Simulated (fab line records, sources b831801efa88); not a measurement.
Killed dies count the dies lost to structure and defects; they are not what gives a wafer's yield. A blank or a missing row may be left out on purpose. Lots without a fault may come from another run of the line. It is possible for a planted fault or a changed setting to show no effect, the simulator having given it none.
fab line records -- flow gf180mcu
record lots=12, wafers=36, last_day=34
route steps=602 shown STI@15 VT_IMPLANT@127 HV_LDD@222 NSD@243
lots with no fault: from the same line, run without faults
start_h: hours from the record's first day to the start of the lot's first wafer shown -- wait_h: hours from the lot's prior step to this one -- " unchanged from the row above -- L1.1+2: one row covering several wafers at once -- - value missing, or start not given -- * or withheld: withheld -- < > ~ a bound
route shown NAME@n: names a module that has steps shown in the file, with the first one's number in the route -- usual: mean/standard deviation taken from wafers without a fault -- same: alike in all rows -- chamber/n: place in a boat -- sites: readings site by site -- _std_site: their standard deviation -- _edge_site: outer sites' mean less inner sites' -- radius_mm: for every site, how far away it sits from the centre of the wafer -- mask NAME#n: copy n -- behind: the tool/chamber that last shaped the wafer -- hold: the reason the lot was held/the length of the hold in hours/how it ended -- device: the transistor (n, p or np) that didn't switch -- end of line: the route-end tests of the same wafers -- step lacking rows: just its recipe -- killed: dies lost to structure and defects at the first sort, not the wafer's yield -- map: shows each die of a wafer: x if killed, . if not, _ if none is there
set.NAME: the setting that was run; set.NAME@STEP: the one run at that earlier step -- model.NAME: the simulator's own value behind a step, which no gauge read
a sample of lots followed through the steps of the route, with each step as a table and each wafer as a row
services: when a tool's chamber went out of use (start_h, in hours from the record's first day, below 0 if earlier), for how many hours, and the reason
## steps
# step GF_STI_ETCH_14
# recipe target=Si, chemistry=HBr/Cl2/O2, target_depth_nm=360, icp_w=600, bias_w=150, pressure_mtorr=15, HBr_flow_sccm=150, Cl2_flow_sccm=40, O2_flow_sccm=6, time_s=102.9
# usual O2_flow_sccm=6.002/0.019, chamber_pressure_mTorr=15.001/0.018, drypump_motor_current_A=5.9/0.54, he_backside_leak_sccm=2.84/0.26, oes_product_au=0.999/0.0095, throttle_valve_pct=25.657/0.011
lot.wafer,tool,chamber,start_h,wait_h,O2_flow_sccm,chamber_pressure_mTorr,drypump_motor_current_A,he_backside_leak_sccm,oes_product_au,rf_hours_counter_h,throttle_valve_pct
L559.2,rie_si-02,1,29.91,0.0,6.025,15.009,5.5,2.99,0.990,1,25.649
L559.4,rie_si-02,2,29.91,0.0,6.032,14.995,6.7,2.46,0.996,3,25.657
L559.6,rie_si-02,2,29.91,0.0,6.029,14.992,6.7,2.51,1.005,-,25.672
L560.1,rie_si-02,3,35.91,0.0,5.983,15.009,6.4,3.13,0.993,41,25.655
L560.2,rie_si-02,2,35.91,0.0,6.020,15.021,6.7,2.47,0.990,3,25.667
L560.4,rie_si-02,1,35.91,0.0,5.991,14.985,5.5,2.90,0.986,1,25.657
L561.1,rie_si-02,3,42.08,0.0,6.049,15.001,6.4,2.77,1.011,41,25.641
L561.3,rie_si-02,1,42.08,0.0,6.019,15.020,5.5,2.98,0.993,1,25.652
L561.5,rie_si-02,0,42.08,0.0,5.991,14.983,6.0,3.12,0.993,-,25.655
L562.2,rie_si-01,1,46.58,0.0,5.987,14.982,6.6,2.91,0.999,127,25.658
L562.3,rie_si-01,3,46.58,0.0,5.991,14.993,5.2,2.80,1.006,95,25.658
L562.5,rie_si-01,0,46.58,0.0,6.000,14.994,5.7,2.84,0.996,-,25.653
L566.1,rie_si-02,0,65.91,0.0,5.970,14.992,6.0,3.00,0.984,129,25.663
L566.4,rie_si-02,3,65.91,0.0,6.014,14.987,6.4,3.03,1.012,41,25.645
L566.6,rie_si-02,3,65.91,0.0,6.032,14.992,6.4,2.95,0.997,-,25.649
L568.1,rie_si-02,3,77.48,0.0,5.968,15.028,6.4,2.91,0.997,41,25.661
L568.5,rie_si-02,2,77.48,0.0,5.998,15.004,6.6,2.45,1.000,-,25.670
L568.6,rie_si-02,1,77.48,0.0,6.002,14.997,5.5,2.71,0.987,-,25.647
L573.3,rie_si-02,2,102.79,0.0,5.990,14.989,6.7,2.55,1.000,3,25.664
L573.4,rie_si-02,0,102.79,0.0,5.988,15.008,6.0,3.39,0.991,130,25.676
L573.6,rie_si-02,3,102.79,0.0,5.987,15.030,6.4,2.93,1.005,-,25.641
L574.4,rie_si-02,1,108.26,0.0,5.972,14.978,5.5,2.83,1.009,2,25.649
L574.5,rie_si-02,3,108.26,0.0,6.000,14.992,6.4,3.10,1.012,-,25.646
L574.6,rie_si-02,0,108.26,0.0,6.029,14.999,6.0,2.82,0.996,-,25.672
L577.3,rie_si-01,0,124.13,0.0,6.024,15.007,5.7,2.84,0.987,14,25.659
L577.5,rie_si-01,1,124.13,0.0,6.018,15.001,6.6,2.72,1.005,-,25.655
L577.6,rie_si-01,0,124.13,0.0,6.026,14.987,5.7,2.74,0.991,-,25.646
L578.2,rie_si-01,2,129.23,0.1,5.994,14.998,5.1,2.71,1.013,67,25.646
L578.3,rie_si-01,3,129.23,0.1,5.982,15.002,5.3,2.80,0.992,96,25.664
L578.5,rie_si-01,0,129.23,0.1,5.991,15.016,5.7,2.85,1.000,-,25.667
L579.1,rie_si-01,1,134.54,0.1,6.046,15.024,6.6,2.69,1.001,128,25.656
L579.2,rie_si-01,2,134.54,0.1,6.015,14.990,5.2,2.61,1.018,67,25.643
L579.3,rie_si-01,3,134.54,0.1,5.982,14.993,5.2,2.78,1.008,96,25.640
L581.2,rie_si-02,2,144.07,0.0,6.034,15.004,6.6,2.49,0.986,4,25.681
L581.4,rie_si-02,3,144.07,0.0,5.983,14.990,6.4,2.93,1.014,42,25.654
L581.6,rie_si-02,3,144.07,0.0,6.022,14.996,6.4,3.01,1.007,-,25.630
# step GF_VT_IMPLANT_EXPOSE_37
# recipe mask_id=Nwell_HV_AREA, target_cd_nm=860, na=0.6, source_shape=conventional, sigma_outer=0.6, dose_mj=140
lot.wafer,tool,chamber,start_h,wait_h,mask
L559.2+4+6,iline_stepper-02,0,156.99,-,Nwell_HV_AREA#0
L560.1+2+4,iline_stepper-02,0,165.55,-,Nwell_HV_AREA#0
L561.1+3+5,iline_stepper-01,0,171.41,-,Nwell_HV_AREA#0
L562.2+3+5,iline_stepper-01,0,177.16,-,Nwell_HV_AREA#0
L566.1+4+6,iline_stepper-02,0,203.34,-,Nwell_HV_AREA#0
L568.1+5+6,iline_stepper-01,0,213.79,-,LVPWELL_HV_AREA#0
L573.3+4+6,iline_stepper-02,0,245.22,-,Nwell_HV_AREA#0
L574.4+5+6,iline_stepper-02,0,250.44,-,Nwell_HV_AREA#0
L577.3+5+6,iline_stepper-01,0,270.25,-,Nwell_HV_AREA#0
L578.2+3+5,iline_stepper-01,0,273.05,-,Nwell_HV_AREA#0
L579.1+2+3,iline_stepper-02,0,282.66,-,Nwell_HV_AREA#0
L581.2+4+6,iline_stepper-02,0,295.06,-,Nwell_HV_AREA#0
# step GF_VT_IMPLANT_OVL_MEAS_40
# usual VT_IMPLANT_03_OVL=0.0/1.5
lot.wafer,tool,chamber,start_h,wait_h,VT_IMPLANT_03_OVL[nm]
L559.2,overlay-01,-,164.74,0.1,0.4
L559.4,overlay-01,-,164.74,0.1,-0.9
L559.6,overlay-01,-,164.74,0.1,0.2
L560.1,overlay-01,-,173.48,0.1,-2.8
L560.2,overlay-01,-,173.48,0.1,-2.6
L560.4,overlay-01,-,173.48,0.1,-2.2
L561.1,overlay-01,-,178.70,0.1,-2.8
L561.3,overlay-01,-,178.70,0.1,0.5
L561.5,overlay-01,-,178.70,0.1,-1.9
L562.2,overlay-01,-,185.04,0.1,2.0
L562.3,overlay-01,-,185.04,0.1,1.5
L562.5,overlay-01,-,185.04,0.1,1.3
L566.1,overlay-01,-,211.09,0.1,-0.1
L566.4,overlay-01,-,211.09,0.1,0.8
L566.6,overlay-01,-,211.09,0.1,1.3
L568.1,overlay-01,-,221.94,0.1,-
L568.5,overlay-01,-,221.94,0.1,-
L568.6,overlay-01,-,221.94,0.1,-
L573.3,overlay-02,-,253.76,0.1,0.6
L573.4,overlay-02,-,253.76,0.1,0.3
L573.6,overlay-02,-,253.76,0.1,2.2
L574.4,overlay-01,-,259.31,0.1,0.0
L574.5,overlay-01,-,259.31,0.1,0.8
L574.6,overlay-01,-,259.31,0.1,0.5
L577.3,overlay-01,-,279.11,0.1,-1.4
L577.5,overlay-01,-,279.11,0.1,-1.7
L577.6,overlay-01,-,279.11,0.1,-0.3
L578.2,overlay-01,-,281.94,0.1,0.3
L578.3,overlay-01,-,281.94,0.1,-0.8
L578.5,overlay-01,-,281.94,0.1,-2.5
L579.1,overlay-01,-,291.23,0.1,-1.8
L579.2,overlay-01,-,291.23,0.1,-1.3
L579.3,overlay-01,-,291.23,0.1,-0.4
L581.2,overlay-01,-,304.59,0.1,2.5
L581.4,overlay-01,-,304.59,0.1,-0.6
L581.6,overlay-01,-,304.59,0.1,0.9
# step GF_VT_IMPLANT_TW_MEAS_43
# usual VT_IMPLANT_4_TW=695/3.3
lot.wafer,tool,chamber,start_h,wait_h,hold,VT_IMPLANT_4_TW
L559.2,film_metro-04,-,165.03,0.1,-,698
L559.4,film_metro-04,-,165.03,0.1,-,696
L559.6,film_metro-04,-,165.03,0.1,-,697
L560.1,film_metro-01,-,173.77,0.1,-,694
L560.2,film_metro-01,-,173.77,0.1,-,692
L560.4,film_metro-01,-,173.77,0.1,-,692
L561.1,film_metro-01,-,178.98,0.1,-,693
L561.3,film_metro-01,-,178.98,0.1,-,695
L561.5,film_metro-01,-,178.98,0.1,-,691
L562.2,film_metro-01,-,185.33,0.1,-,687
L562.3,film_metro-01,-,185.33,0.1,-,689
L562.5,film_metro-01,-,185.33,0.1,-,694
L566.1,film_metro-01,-,211.37,0.1,-,694
L566.4,film_metro-01,-,211.37,0.1,-,692
L566.6,film_metro-01,-,211.37,0.1,-,693
L568.1,film_metro-04,-,222.23,0.1,await_dispo/0.2h/release,30
L568.5,film_metro-04,-,222.23,0.1,await_dispo/0.2h/release,30
L568.6,film_metro-04,-,222.23,0.1,await_dispo/0.2h/release,30
L568.1,film_metro-04,-,222.50,0.3,-,30
L568.5,film_metro-04,-,222.50,0.3,-,30
L568.6,film_metro-04,-,222.50,0.3,-,30
L573.3,film_metro-04,-,254.05,0.1,-,697
L573.4,film_metro-04,-,254.05,0.1,-,696
L573.6,film_metro-04,-,254.05,0.1,-,695
L574.4,film_metro-01,-,259.61,0.1,-,698
L574.5,film_metro-01,-,259.61,0.1,-,695
L574.6,film_metro-01,-,259.61,0.1,-,696
L577.3,film_metro-01,-,279.40,0.1,-,697
L577.5,film_metro-01,-,279.40,0.1,-,691
L577.6,film_metro-01,-,279.40,0.1,-,692
L578.2,film_metro-02,-,282.23,0.1,-,695
L578.3,film_metro-02,-,282.23,0.1,-,691
L578.5,film_metro-02,-,282.23,0.1,-,692
L579.1,film_metro-01,-,291.52,0.1,-,700
L579.2,film_metro-01,-,291.52,0.1,-,700
L579.3,film_metro-01,-,291.52,0.1,-,699
L581.2,film_metro-02,-,304.88,0.1,-,694
L581.4,film_metro-02,-,304.88,0.1,-,700
L581.6,film_metro-02,-,304.88,0.1,-,697
# step GF_HV_LDD_CD_MEAS_46
# recipe target_cd_nm=400
# usual cd_nm=400.1/2.2
lot.wafer,tool,chamber,start_h,wait_h,cd_nm
L559.2,cd_sem-01,-,288.72,0.1,398.4
L559.4,cd_sem-01,-,288.72,0.1,399.3
L559.6,cd_sem-01,-,288.72,0.1,398.6
L561.1,cd_sem-02,-,302.89,0.1,400.6
L561.3,cd_sem-02,-,302.89,0.1,400.0
L561.5,cd_sem-02,-,302.89,0.1,400.1
L560.1,cd_sem-01,-,304.29,0.1,399.7
L560.2,cd_sem-01,-,304.29,0.1,400.9
L560.4,cd_sem-01,-,304.29,0.1,398.9
L562.2,cd_sem-01,-,310.56,0.1,398.1
L562.3,cd_sem-01,-,310.56,0.1,402.2
L562.5,cd_sem-01,-,310.56,0.1,403.1
L566.1,cd_sem-02,-,353.08,0.1,401.5
L566.4,cd_sem-02,-,353.08,0.1,401.2
L566.6,cd_sem-02,-,353.08,0.1,401.5
L573.3,cd_sem-02,-,402.64,0.1,399.3
L573.4,cd_sem-02,-,402.64,0.1,399.8
L573.6,cd_sem-02,-,402.64,0.1,397.5
L574.4,cd_sem-01,-,402.94,0.1,398.1
L574.5,cd_sem-01,-,402.94,0.1,399.1
L574.6,cd_sem-01,-,402.94,0.1,400.7
L578.2,cd_sem-01,-,426.46,0.1,401.8
L578.3,cd_sem-01,-,426.46,0.1,401.5
L578.5,cd_sem-01,-,426.46,0.1,401.2
L577.3,cd_sem-02,-,427.12,0.1,401.4
L577.5,cd_sem-02,-,427.12,0.1,399.9
L577.6,cd_sem-02,-,427.12,0.1,399.8
L579.1,cd_sem-01,-,436.38,0.1,399.7
L579.2,cd_sem-01,-,436.38,0.1,400.2
L579.3,cd_sem-01,-,436.38,0.1,400.1
L581.2,cd_sem-01,-,448.10,0.1,397.5
L581.4,cd_sem-01,-,448.10,0.1,399.4
L581.6,cd_sem-01,-,448.10,0.1,399.1
# step GF_NSD_OVL_MEAS_08
# usual NSD_OVL=0.2/1.5
lot.wafer,tool,chamber,start_h,wait_h,NSD_OVL[nm]
L559.2,overlay-01,-,312.21,0.1,-4.0
L559.4,overlay-01,-,312.21,0.1,0.0
L559.6,overlay-01,-,312.21,0.1,-1.5
L561.1,overlay-02,-,326.50,0.1,0.8
L561.3,overlay-02,-,326.50,0.1,0.4
L561.5,overlay-02,-,326.50,0.1,1.8
L560.1,overlay-02,-,327.97,0.1,-1.5
L560.2,overlay-02,-,327.97,0.1,1.5
L560.4,overlay-02,-,327.97,0.1,1.3
L562.2,overlay-01,-,334.91,0.1,-1.5
L562.3,overlay-01,-,334.91,0.1,-0.5
L562.5,overlay-01,-,334.91,0.1,0.6
L566.1,overlay-01,-,377.86,0.1,-0.6
L566.4,overlay-01,-,377.86,0.1,-1.3
L566.6,overlay-01,-,377.86,0.1,-1.7
L573.3,overlay-01,-,429.12,0.1,-0.5
L573.4,overlay-01,-,429.12,0.1,1.2
L573.6,overlay-01,-,429.12,0.1,0.0
L574.4,overlay-02,-,429.72,0.1,0.3
L574.5,overlay-02,-,429.72,0.1,-2.5
L574.6,overlay-02,-,429.72,0.1,0.2
L578.2,overlay-02,-,455.36,0.1,2.2
L578.3,overlay-02,-,455.36,0.1,-0.6
L578.5,overlay-02,-,455.36,0.1,-0.5
L577.3,overlay-02,-,456.02,0.1,0.7
L577.5,overlay-02,-,456.02,0.1,1.1
L577.6,overlay-02,-,456.02,0.1,1.2
L579.1,overlay-01,-,463.86,0.1,0.2
L579.2,overlay-01,-,463.86,0.1,1.9
L579.3,overlay-01,-,463.86,0.1,2.4
L581.2,overlay-01,-,475.17,0.1,-2.8
L581.4,overlay-01,-,475.17,0.1,-2.3
L581.6,overlay-01,-,475.17,0.1,-0.9
## services
tool,chamber,start_h,hours,kind
iline_stepper-02,-,21.40,1.7,pm
iline_stepper-02,0,82.16,-,calibration
rie_si-02,-,154.70,0.5,repair
rie_si-02,0,173.27,-,clean
rie_si-02,0,173.27,17.8,scheduled_down
rie_si-02,0,173.27,17.8,vent_cycle
rie_si-01,1,183.46,-,clean
rie_si-01,1,183.46,15.0,scheduled_down
rie_si-01,1,183.46,15.0,vent_cycle
rie_si-02,1,187.60,1.9,repair
iline_stepper-01,0,190.58,-,calibration
iline_stepper-01,-,190.85,1.7,pm
rie_si-02,-,224.02,4.6,repair
rie_si-02,0,224.88,15.6,repair
iline_stepper-02,-,236.51,0.7,repair
iline_stepper-02,-,239.58,1.7,pm
iline_stepper-01,-,262.03,2.1,pm
iline_stepper-01,-,264.12,-,consumable_replace:lamp
rie_si-01,1,276.15,6.7,repair
iline_stepper-01,-,288.53,1.3,repair
## key
first_sign step=GF_VT_IMPLANT_EXPOSE_37, reading=mask, direction=changed
effect step=GF_VT_IMPLANT_OVL_MEAS_40, reading=VT_IMPLANT_03_OVL, direction=missing
effect step=GF_VT_IMPLANT_TW_MEAS_43, reading=visit, direction=added
effect step=GF_VT_IMPLANT_TW_MEAS_43, reading=VT_IMPLANT_4_TW, direction=down, sigmas=99+, usual=695, struck=30
met_at GF_VT_IMPLANT_EXPOSE_37
struck_lots L568
scrapped_behind GF_VT_IMPLANT_TW_MEAS_43 L568.1,L568.5,L568.6
not_acting_at GF_STI_ETCH_14,GF_HV_LDD_CD_MEAS_46,GF_NSD_OVL_MEAS_08
onset_between 177.16 213.79
fault kind=wrong_mask, tool=any, chamber=-, onset_h=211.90, steps=GF_VT_IMPLANT_EXPOSE_37, aux_copy=LVPWELL_HV_AREA#0, scope=struck_lots_only
